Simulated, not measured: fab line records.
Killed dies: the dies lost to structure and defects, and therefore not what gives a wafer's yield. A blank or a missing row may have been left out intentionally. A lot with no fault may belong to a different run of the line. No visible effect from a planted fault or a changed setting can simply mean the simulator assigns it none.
fab line records	flow sky130
[record] lots = 24	wafers = 72	last-day = 51
route steps=708 shown FIELD_ISO@28 LI_CONTACT@375 METAL3@536 METAL4@602 VIA4@658
lots untouched by any fault: they come from a run of this same line in which no faults occurred
start-h: hours from the record's first day to the start of the lot's first wafer shown	wait-h: hours elapsed since this lot's preceding step	" as in the row above	L1.1+2: a single row standing in for several wafers	- no value, or no start given	* or withheld: withheld	< > ~ a bound
route shown NAME@n: names a module that has steps shown in the file, with the first one's number in the route	usual: average and standard deviation across the fault-free wafers	same: alike in all rows	chamber/n: place in a boat	sites: per-site readings	_std_site: how widely they spread, as a standard deviation	_edge_site: the outer-site mean with the inner-site mean subtracted	radius-mm: how far each site lies from the wafer's centre	mask NAME#n: copy n	behind: the last tool/chamber to shape the wafer	hold: why the lot was held/for how many hours/how that ended	device: whichever transistor did not switch (one of n, p or np)	end of line: tests of these same wafers at the route's end	a step without rows: its recipe alone	killed: at the first sort, the dies lost to defects and structure; wafer yield is something else	map: a wafer's dies, x killed, . not, _ none there
set.NAME: the setting as run; set.NAME@STEP: as run at that earlier step	model.NAME: the simulator's own value behind a step, which no gauge read
steps of the route over a sample of lots; a table a step, a row a wafer
services: when a tool's chamber went out of use (start-h, in hours from the record's first day, below 0 if earlier), for how many hours, and the reason
[[steps]]
[step SKY_FIELD_ISO_CMP_27]
[recipe] stop-on = Si3N4	t-overpolish-s = 16	down-force-psi = 4	platen-rpm = 60	target-thk-nm = 457.8	pad-velocity-m-s = 0.94248
[usual] edge-zone-pressure-frac = 1.000/0.0047	motor-current-A = 11.9/1.3	overpolish-run-s = 16.000/0.0093	platen-rpm = 60.00/0.04	time-to-endpoint-s = 111/4.9
lot.wafer	tool	chamber	start-h	wait-h	edge-zone-pressure-frac	motor-current-A	overpolish-run-s	platen-rpm	time-to-endpoint-s
L074.1	cmp-01	2	36.11	0.1	0.999	11.1	15.999	60.07	105
L074.3	"	3	"	"	0.996	11.1	15.990	60.05	117
L074.4	"	0	"	"	0.991	14.8	16.001	60.00	108
L075.4	cmp-02	1	42.10	0.0	1.009	12.2	15.988	59.98	108
L075.1	"	2	"	"	1.008	12.4	16.003	59.96	112
L075.6	"	1	"	"	1.008	11.6	16.003	59.99	107
L076.4	cmp-02	1	44.91	0.1	0.996	12.4	16.002	60.03	113
L076.1	"	2	"	"	1.008	11.9	15.997	59.99	122
L076.2	"	3	"	"	1.011	12.3	15.987	60.07	120
L077.4	cmp-02	0	51.54	0.1	1.004	10.2	16.015	60.04	105
L077.5	"	2	"	"	1.002	12.3	15.989	60.02	120
L077.6	"	3	"	"	1.001	11.7	15.993	59.97	118
L078.1	cmp-02	2	55.85	0.0	0.989	12.0	16.004	60.08	116
L078.3	"	1	"	"	1.002	12.4	16.004	60.04	111
L078.6	"	3	"	"	1.001	11.4	15.999	60.03	117
L079.3	cmp-01	0	61.11	0.1	1.001	14.5	15.994	59.96	110
L079.6	"	3	"	"	1.000	11.5	15.993	59.90	115
L079.5	"	0	"	"	1.000	14.8	15.993	60.04	110
L080.2	cmp-01	0	66.02	0.3	0.993	15.4	16.010	60.03	108
L080.4	"	3	"	"	1.001	11.2	16.015	60.01	116
L080.5	"	1	"	"	0.994	12.1	16.004	59.98	108
L081.3	cmp-01	2	69.64	0.0	1.004	11.5	16.017	60.02	106
L081.2	"	3	"	"	0.996	12.0	16.006	60.06	113
L081.1	"	0	"	"	0.996	14.9	16.000	60.05	110
L082.2	cmp-02	0	76.17	0.0	0.999	10.3	16.001	59.90	108
L082.5	"	0	"	"	1.001	10.1	15.994	59.96	111
L082.6	"	1	"	"	0.989	11.1	16.001	60.00	109
L083.2	cmp-02	2	81.68	0.0	1.005	12.3	16.006	59.94	118
L083.4	"	1	"	"	0.999	12.0	15.997	60.02	109
L083.6	"	3	"	"	0.999	11.7	16.006	59.96	117
L084.4	cmp-01	2	86.39	0.0	1.004	11.2	15.986	59.95	107
L084.1	"	1	"	"	0.990	11.5	15.996	60.02	107
L084.6	"	3	"	"	0.997	11.4	16.022	59.99	111
L085.1	cmp-02	1	92.27	0.0	0.999	11.6	15.988	59.97	106
L085.4	"	0	"	"	1.005	9.1	15.996	59.91	111
L085.5	"	1	"	"	0.993	12.1	15.994	59.98	108
L086.4	cmp-01	1	98.14	0.0	0.994	12.0	16.004	60.01	109
L086.1	"	0	"	"	1.003	15.6	15.987	60.01	112
L086.5	"	1	"	"	0.997	11.7	15.993	59.93	103
L087.4	cmp-01	0	101.87	0.0	1.005	14.9	16.000	60.07	112
L087.3	"	2	"	"	1.001	11.4	15.992	59.96	105
L087.6	"	1	"	"	0.996	12.3	15.988	60.01	111
L088.4	cmp-01	0	108.00	0.1	0.999	14.8	16.019	59.99	114
L088.3	"	1	"	"	0.996	11.7	16.001	60.01	106
L088.5	"	3	"	"	0.997	12.0	15.989	60.05	112
L089.2	cmp-02	1	113.42	0.1	0.996	11.9	15.996	59.99	114
L089.1	"	3	"	"	0.992	12.0	15.992	59.94	119
L089.5	"	0	"	"	1.004	10.2	16.005	60.00	111
L090.4	cmp-02	2	120.73	0.1	1.001	12.6	16.006	59.98	115
L090.3	"	0	"	"	1.001	10.2	15.999	59.95	106
L090.5	"	1	"	"	0.997	12.0	16.001	60.01	108
L091.3	cmp-01	1	124.53	0.1	0.997	12.2	15.988	59.98	104
L091.1	"	3	"	"	1.001	11.2	16.000	60.03	107
L091.6	"	1	"	"	1.002	11.9	16.009	60.02	107
L092.1	cmp-02	2	128.94	0.1	0.999	12.6	16.002	60.03	116
L092.5	"	0	"	"	0.990	9.6	15.987	59.93	105
L092.6	"	1	"	"	0.998	11.6	15.998	59.95	109
L093.3	cmp-01	3	131.74	0.1	0.992	11.9	16.005	60.05	114
L093.4	"	0	"	"	1.003	14.8	15.983	60.01	108
L093.2	"	1	"	"	1.003	12.4	16.018	60.08	106
L094.3	cmp-02	2	137.45	0.0	1.003	12.7	16.008	60.00	110
L094.2	"	3	"	"	0.998	12.1	15.986	59.99	112
L094.4	"	1	"	"	0.998	12.8	16.013	59.96	105
L095.1	cmp-02	3	142.88	0.0	1.004	12.1	15.999	59.93	123
L095.4	"	2	"	"	1.000	12.6	16.016	59.92	118
L095.5	"	3	"	"	1.002	12.8	15.990	60.01	123
L096.4	cmp-01	1	148.00	0.1	1.003	11.7	16.006	60.03	113
L096.1	"	2	"	"	1.000	10.9	15.997	59.97	111
L096.6	"	0	"	"	1.000	14.7	16.010	59.97	114
L097.4	cmp-02	3	152.38	0.1	1.001	12.0	16.006	60.01	115
L097.1	"	0	"	"	0.993	10.6	16.005	60.06	107
L097.3	"	1	"	"	0.992	11.8	15.993	60.03	107
[step SKY_LI_CONTACT_OVL_MEAS_13]
[usual] LI_CONTACT_OVL = -3/5.7
lot.wafer	tool	chamber	start-h	wait-h	LI_CONTACT_OVL[nm]
L074.1	overlay-02	-	695.13	0.1	-17
L074.3	"	-	"	"	-13
L074.4	"	-	"	"	-2
L076.1	overlay-01	-	716.80	0.1	-11
L076.2	"	-	"	"	-3
L076.4	"	-	"	"	-3
L077.4	overlay-02	-	719.20	0.1	-6
L077.5	"	-	"	"	-6
L077.6	"	-	"	"	-3
L075.1	overlay-01	-	720.84	0.1	-3
L075.4	"	-	"	"	-2
L075.6	"	-	"	"	-5
L078.1	overlay-02	-	737.95	0.1	-3
L078.3	"	-	"	"	-6
L078.6	"	-	"	"	-1
L079.3	overlay-02	-	741.30	0.1	1
L079.5	"	-	"	"	-4
L079.6	"	-	"	"	2
L081.1	overlay-01	-	747.94	0.1	10
L081.2	"	-	"	"	2
L081.3	"	-	"	"	11
L080.2	overlay-02	-	748.95	0.1	1
L080.4	"	-	"	"	2
L080.5	"	-	"	"	3
L082.2	overlay-02	-	766.56	0.1	-6
L082.5	"	-	"	"	-5
L082.6	"	-	"	"	-10
L083.2	overlay-02	-	769.66	0.1	3
L083.4	"	-	"	"	2
L083.6	"	-	"	"	1
L084.1	overlay-01	-	775.10	0.1	-9
L084.4	"	-	"	"	-6
L084.6	"	-	"	"	3
L085.1	overlay-01	-	784.15	0.1	-11
L085.4	"	-	"	"	-4
L085.5	"	-	"	"	-8
L087.3	overlay-01	-	798.56	0.1	-4
L087.4	"	-	"	"	-10
L087.6	"	-	"	"	-5
L086.1	overlay-02	-	801.63	0.1	6
L086.4	"	-	"	"	-6
L086.5	"	-	"	"	-4
L088.3	overlay-02	-	804.39	0.1	3
L088.4	"	-	"	"	3
L088.5	"	-	"	"	-1
L089.1	overlay-01	-	818.73	0.1	-1
L089.2	"	-	"	"	-8
L089.5	"	-	"	"	-4
L090.3	overlay-01	-	820.99	0.1	-1
L090.4	"	-	"	"	-6
L090.5	"	-	"	"	-1
L091.1	overlay-01	-	822.23	0.1	-12
L091.3	"	-	"	"	-9
L091.6	"	-	"	"	1
L092.1	overlay-01	-	830.35	0.1	-5
L092.5	"	-	"	"	-8
L092.6	"	-	"	"	5
L093.2	overlay-01	-	832.13	0.1	-13
L093.3	"	-	"	"	1
L093.4	"	-	"	"	-12
L094.2	overlay-02	-	848.96	0.1	3
L094.3	"	-	"	"	0
L094.4	"	-	"	"	1
L095.1	overlay-02	-	855.88	0.1	-1
L095.4	"	-	"	"	14
L095.5	"	-	"	"	0
L096.1	overlay-02	-	857.78	0.1	-6
L096.4	"	-	"	"	-5
L096.6	"	-	"	"	-5
L097.1	overlay-01	-	872.18	0.1	0
L097.3	"	-	"	"	-5
L097.4	"	-	"	"	-2
[step SKY_METAL3_SPUTTER_04]
[recipe] material = TiN	target-thk-nm = 70	power-w = 6500	time-s = 58.3	chamber-pressure-pa = 0.4
[usual] throttle-valve-pct = 30.2/1.1
lot.wafer	tool	chamber	start-h	wait-h	throttle-valve-pct
L074.1	pvd-sputter-02	-	870.75	0.0	31.4
L074.3	"	-	"	"	29.8
L074.4	"	-	"	"	31.8
L076.1	pvd-sputter-01	-	891.47	0.0	31.2
L076.2	"	-	"	"	29.9
L076.4	"	-	"	"	31.2
L077.4	pvd-sputter-03	-	894.22	0.0	28.6
L077.5	"	-	"	"	29.6
L077.6	"	-	"	"	30.0
L075.1	pvd-sputter-01	-	895.55	0.0	31.4
L075.4	"	-	"	"	29.3
L075.6	"	-	"	"	29.6
L078.1	pvd-sputter-02	-	909.82	0.0	31.1
L078.3	"	-	"	"	28.7
L078.6	"	-	"	"	31.8
L079.3	pvd-sputter-02	-	912.90	0.0	28.4
L079.5	"	-	"	"	28.4
L079.6	"	-	"	"	31.6
L081.1	pvd-sputter-01	-	920.08	0.0	31.3
L081.2	"	-	"	"	30.7
L081.3	"	-	"	"	29.7
L080.2	pvd-sputter-01	-	921.90	0.0	29.3
L080.4	"	-	"	"	31.1
L080.5	"	-	"	"	29.8
L082.2	pvd-sputter-01	-	937.62	0.0	31.2
L082.5	"	-	"	"	29.8
L082.6	"	-	"	"	30.7
L083.2	pvd-sputter-02	-	941.69	0.0	31.8
L083.4	"	-	"	"	31.4
L083.6	"	-	"	"	31.0
L084.1	pvd-sputter-03	-	944.89	0.0	29.4
L084.4	"	-	"	"	29.9
L084.6	"	-	"	"	29.8
L085.1	pvd-sputter-01	-	953.74	0.0	29.7
L085.4	"	-	"	"	31.2
L085.5	"	-	"	"	31.4
L087.3	pvd-sputter-03	-	966.93	0.0	29.4
L087.4	"	-	"	"	29.9
L087.6	"	-	"	"	29.5
L086.1	pvd-sputter-03	-	969.95	0.0	29.7
L086.4	"	-	"	"	29.5
L086.5	"	-	"	"	29.5
L088.3	pvd-sputter-02	-	971.45	0.0	31.3
L088.4	"	-	"	"	31.6
L088.5	"	-	"	"	29.7
L089.1	pvd-sputter-02	-	983.69	0.0	31.2
L089.2	"	-	"	"	29.7
L089.5	"	-	"	"	28.6
L090.3	pvd-sputter-03	-	986.47	0.0	28.6
L090.4	"	-	"	"	28.7
L090.5	"	-	"	"	30.0
L091.1	pvd-sputter-03	-	988.95	0.0	29.6
L091.3	"	-	"	"	29.8
L091.6	"	-	"	"	28.8
L092.1	pvd-sputter-01	-	995.49	0.0	31.6
L092.5	"	-	"	"	31.1
L092.6	"	-	"	"	29.8
L093.2	pvd-sputter-03	-	995.71	0.0	28.8
L093.3	"	-	"	"	29.5
L093.4	"	-	"	"	29.7
L094.2	pvd-sputter-02	-	1012.65	0.0	29.8
L094.3	"	-	"	"	31.4
L094.4	"	-	"	"	28.5
L095.1	pvd-sputter-02	-	1016.58	0.0	28.2
L095.4	"	-	"	"	31.3
L095.5	"	-	"	"	31.3
L096.1	pvd-sputter-02	-	1019.22	0.0	28.3
L096.4	"	-	"	"	31.4
L096.6	"	-	"	"	31.8
L097.1	pvd-sputter-02	-	1032.29	0.0	31.4
L097.3	"	-	"	"	29.6
L097.4	"	-	"	"	28.5
[step SKY_METAL3_CD_MEAS_13]
[recipe] target-cd-nm = 300
[usual] cd-nm = 300.0/1.6
lot.wafer	tool	chamber	start-h	wait-h	cd-nm
L074.1	cd-sem-02	-	923.56	-	297.3
L074.3	"	-	"	"	296.9
L074.4	"	-	"	"	298.3
L076.1	cd-sem-02	-	943.37	-	299.4
L076.2	"	-	"	"	299.4
L076.4	"	-	"	"	298.4
L077.4	cd-sem-01	-	946.17	-	298.9
L077.5	"	-	"	"	298.1
L077.6	"	-	"	"	298.6
L075.1	cd-sem-01	-	948.21	-	299.0
L075.4	"	-	"	"	300.4
L075.6	"	-	"	"	300.7
L078.1	cd-sem-01	-	962.27	-	299.3
L078.3	"	-	"	"	299.2
L078.6	"	-	"	"	298.7
L079.3	cd-sem-02	-	963.87	-	300.4
L079.5	"	-	"	"	301.0
L079.6	"	-	"	"	301.5
L081.1	cd-sem-02	-	971.12	-	299.7
L081.2	"	-	"	"	299.7
L081.3	"	-	"	"	300.7
L080.2	cd-sem-01	-	972.83	-	298.9
L080.4	"	-	"	"	300.4
L080.5	"	-	"	"	299.6
L082.2	cd-sem-01	-	987.80	-	301.6
L082.5	"	-	"	"	302.7
L082.6	"	-	"	"	301.7
L083.2	cd-sem-02	-	991.23	-	299.3
L083.4	"	-	"	"	301.7
L083.6	"	-	"	"	301.4
L084.1	cd-sem-02	-	993.51	-	298.7
L084.4	"	-	"	"	298.5
L084.6	"	-	"	"	299.5
L085.1	cd-sem-02	-	1003.11	-	298.0
L085.4	"	-	"	"	299.8
L085.5	"	-	"	"	300.1
L087.3	cd-sem-02	-	1015.45	-	302.1
L087.4	"	-	"	"	301.2
L087.6	"	-	"	"	300.6
L086.1	cd-sem-02	-	1017.48	-	304.5
L086.4	"	-	"	"	303.6
L086.5	"	-	"	"	304.1
L088.3	cd-sem-02	-	1021.07	-	301.1
L088.4	"	-	"	"	301.7
L088.5	"	-	"	"	300.2
L089.1	cd-sem-02	-	1031.61	-	300.3
L089.2	"	-	"	"	299.4
L089.5	"	-	"	"	300.6
L090.3	cd-sem-02	-	1034.00	-	300.6
L090.4	"	-	"	"	299.5
L090.5	"	-	"	"	299.1
L091.1	cd-sem-01	-	1036.77	-	299.7
L091.3	"	-	"	"	299.1
L091.6	"	-	"	"	298.5
L092.1	cd-sem-01	-	1042.23	-	295.8
L092.5	"	-	"	"	298.8
L092.6	"	-	"	"	296.6
L093.2	cd-sem-01	-	1043.18	-	301.5
L093.3	"	-	"	"	301.2
L093.4	"	-	"	"	302.0
L094.2	cd-sem-02	-	1059.79	-	300.1
L094.3	"	-	"	"	301.9
L094.4	"	-	"	"	301.5
L095.1	cd-sem-02	-	1063.28	-	297.7
L095.4	"	-	"	"	297.9
L095.5	"	-	"	"	298.8
L096.1	cd-sem-02	-	1065.76	-	300.5
L096.4	"	-	"	"	300.3
L096.6	"	-	"	"	299.0
L097.1	cd-sem-02	-	1077.76	-	302.2
L097.3	"	-	"	"	302.0
L097.4	"	-	"	"	302.0
[step SKY_METAL4_SPUTTER_04]
[recipe] material = TiN	target-thk-nm = 70	power-w = 6500	time-s = 58.3	chamber-pressure-pa = 0.4
[usual] throttle-valve-pct = 29.9/0.98
lot.wafer	tool	chamber	start-h	wait-h	throttle-valve-pct
L074.1	pvd-sputter-02	-	951.95	0.0	28.3
L074.3	"	-	"	"	31.4
L074.4	"	-	"	"	31.2
L076.1	pvd-sputter-03	-	971.16	0.0	28.7
L076.2	"	-	"	"	29.7
L076.4	"	-	"	"	29.6
L077.4	pvd-sputter-02	-	974.20	0.0	28.6
L077.5	"	-	"	"	31.7
L077.6	"	-	"	"	29.5
L075.1	pvd-sputter-04	-	976.29	0.0	30.4
L075.4	"	-	"	"	29.2
L075.6	"	-	"	"	30.1
L078.1	pvd-sputter-04	-	990.58	0.0	30.5
L078.3	"	-	"	"	30.4
L078.6	"	-	"	"	30.5
L079.3	pvd-sputter-02	-	991.75	0.0	31.4
L079.5	"	-	"	"	31.5
L079.6	"	-	"	"	29.6
L081.1	pvd-sputter-02	-	999.10	0.0	32.0
L081.2	"	-	"	"	31.4
L081.3	"	-	"	"	28.4
L080.2	pvd-sputter-03	-	1000.41	0.0	29.5
L080.4	"	-	"	"	29.6
L080.5	"	-	"	"	28.7
L082.2	pvd-sputter-02	-	1015.12	0.0	28.4
L082.5	"	-	"	"	31.1
L082.6	"	-	"	"	28.2
L083.2	pvd-sputter-02	-	1017.68	0.0	28.4
L083.4	"	-	"	"	31.2
L083.6	"	-	"	"	31.8
L084.1	pvd-sputter-02	-	1020.26	0.0	31.4
L084.4	"	-	"	"	31.4
L084.6	"	-	"	"	31.2
L085.1	pvd-sputter-03	-	1029.65	0.0	29.4
L085.4	"	-	"	"	29.7
L085.5	"	-	"	"	29.7
L087.3	pvd-sputter-03	-	1042.59	0.0	29.8
L087.4	"	-	"	"	29.3
L087.6	"	-	"	"	29.6
L086.1	pvd-sputter-02	-	1044.56	0.0	28.5
L086.4	"	-	"	"	31.1
L086.5	"	-	"	"	29.5
L088.3	pvd-sputter-03	-	1047.80	0.0	29.7
L088.4	"	-	"	"	29.6
L088.5	"	-	"	"	29.6
L089.1	pvd-sputter-03	-	1058.52	0.0	29.5
L089.2	"	-	"	"	29.9
L089.5	"	-	"	"	29.5
L090.3	pvd-sputter-04	-	1060.54	0.0	29.8
L090.4	"	-	"	"	30.4
L090.5	"	-	"	"	30.5
L091.1	pvd-sputter-02	-	1062.57	0.0	28.5
L091.3	"	-	"	"	31.0
L091.6	"	-	"	"	31.3
L092.1	pvd-sputter-02	-	1067.36	0.0	31.2
L092.5	"	-	"	"	29.6
L092.6	"	-	"	"	31.0
L093.2	pvd-sputter-02	-	1069.25	0.0	31.5
L093.3	"	-	"	"	29.6
L093.4	"	-	"	"	31.4
L094.2	pvd-sputter-03	-	1085.26	0.0	29.5
L094.3	"	-	"	"	30.0
L094.4	"	-	"	"	29.8
L095.1	pvd-sputter-04	-	1088.58	0.0	29.5
L095.4	"	-	"	"	30.0
L095.5	"	-	"	"	30.0
L096.1	pvd-sputter-03	-	1090.73	0.0	29.6
L096.4	"	-	"	"	29.8
L096.6	"	-	"	"	29.6
L097.1	pvd-sputter-03	-	1102.28	0.0	30.0
L097.3	"	-	"	"	29.7
L097.4	"	-	"	"	30.1
[step SKY_VIA4_RS_MEAS_19]
[recipe] thk-meas-gauge = four-point-probe	reads = W_of_VIA4_CVD_18+TiN_of_VIA4_SPUTTER_17
[usual] VIA4_W_RS = 0.229/0.0032
lot.wafer	tool	chamber	start-h	wait-h	VIA4_W_RS[ohm/sq]
L074.1	film-metro-04	-	1027.80	0.1	0.230
L074.3	"	-	"	"	0.228
L074.4	"	-	"	"	0.232
L076.1	film-metro-04	-	1045.09	0.1	0.227
L076.2	"	-	"	"	0.230
L076.4	"	-	"	"	0.233
L077.4	film-metro-03	-	1048.75	0.1	0.228
L077.5	"	-	"	"	0.230
L077.6	"	-	"	"	0.230
L075.1	film-metro-01	-	1050.13	0.1	0.225
L075.4	"	-	"	"	0.225
L075.6	"	-	"	"	0.225
L078.1	film-metro-04	-	1063.96	0.1	0.227
L078.3	"	-	"	"	0.227
L078.6	"	-	"	"	0.225
L079.3	film-metro-01	-	1064.56	0.1	0.233
L079.5	"	-	"	"	0.226
L079.6	"	-	"	"	0.233
L081.1	film-metro-04	-	1071.59	0.1	0.226
L081.2	"	-	"	"	0.235
L081.3	"	-	"	"	0.227
L080.2	film-metro-01	-	1073.59	0.1	0.234
L080.4	"	-	"	"	0.236
L080.5	"	-	"	"	0.234
L082.2	film-metro-04	-	1087.22	0.1	0.225
L082.5	"	-	"	"	0.225
L082.6	"	-	"	"	0.225
L083.2	film-metro-03	-	1087.77	0.1	0.226
L083.4	"	-	"	"	0.226
L083.6	"	-	"	"	0.225
L084.1	film-metro-01	-	1090.59	0.1	0.229
L084.4	"	-	"	"	0.229
L084.6	"	-	"	"	0.230
L085.1	film-metro-03	-	1099.22	0.1	0.223
L085.4	"	-	"	"	0.233
L085.5	"	-	"	"	0.226
L087.3	film-metro-01	-	1111.07	0.1	0.229
L087.4	"	-	"	"	0.226
L087.6	"	-	"	"	0.224
L086.1	film-metro-03	-	1112.63	0.1	0.231
L086.4	"	-	"	"	0.226
L086.5	"	-	"	"	0.229
L088.3	film-metro-04	-	1116.42	0.1	0.234
L088.4	"	-	"	"	0.228
L088.5	"	-	"	"	0.229
L089.1	film-metro-01	-	1125.77	0.1	0.224
L089.2	"	-	"	"	0.227
L089.5	"	-	"	"	0.225
L090.3	film-metro-01	-	1128.06	0.1	0.233
L090.4	"	-	"	"	0.227
L090.5	"	-	"	"	0.231
L091.1	film-metro-03	-	1130.30	0.1	0.226
L091.3	"	-	"	"	0.226
L091.6	"	-	"	"	0.225
L092.1	film-metro-03	-	1133.63	0.1	0.234
L092.5	"	-	"	"	0.229
L092.6	"	-	"	"	0.232
L093.2	film-metro-03	-	1135.91	0.1	0.231
L093.3	"	-	"	"	0.228
L093.4	"	-	"	"	0.238
L094.2	film-metro-03	-	1150.39	0.2	0.228
L094.3	"	-	"	"	0.228
L094.4	"	-	"	"	0.223
L095.1	film-metro-04	-	1152.03	0.1	0.229
L095.4	"	-	"	"	0.228
L095.5	"	-	"	"	0.228
L096.1	film-metro-04	-	1154.95	0.1	0.230
L096.4	"	-	"	"	0.228
L096.6	"	-	"	"	0.231
L097.1	film-metro-04	-	1165.14	0.1	0.227
L097.3	"	-	"	"	0.230
L097.4	"	-	"	"	0.228
[[services]]
tool	chamber	start-h	hours	kind
pvd-sputter-02	-	32.78	1.9	repair
pvd-sputter-02	-	50.90	1.3	repair
cmp-02	-	64.00	4.0	pm
cmp-02	-	95.99	4.3	repair
cmp-02	-	100.64	2.8	pm
cmp-02	-	167.27	1.6	repair
cmp-02	-	193.21	2.0	repair
cmp-02	-	223.05	9.9	pm
cmp-02	-	233.74	0.3	repair
pvd-sputter-02	-	273.71	4.9	repair
pvd-sputter-03	-	280.57	5.3	repair
cmp-02	-	300.50	4.6	pm
cmp-02	-	309.07	3.4	repair
pvd-sputter-03	-	379.76	4.0	repair
pvd-sputter-02	-	391.36	0.5	repair
pvd-sputter-02	-	442.92	3.6	repair
pvd-sputter-03	-	448.38	2.6	repair
pvd-sputter-03	-	584.15	32.9	repair
pvd-sputter-03	-	754.15	9.5	repair
pvd-sputter-03	-	767.52	0.8	repair
pvd-sputter-02	-	887.03	0.6	repair
pvd-sputter-03	-	911.46	1.9	repair
pvd-sputter-02	-	956.80	4.2	repair
pvd-sputter-03	-	1079.74	1.5	repair
[[key]]
fault none
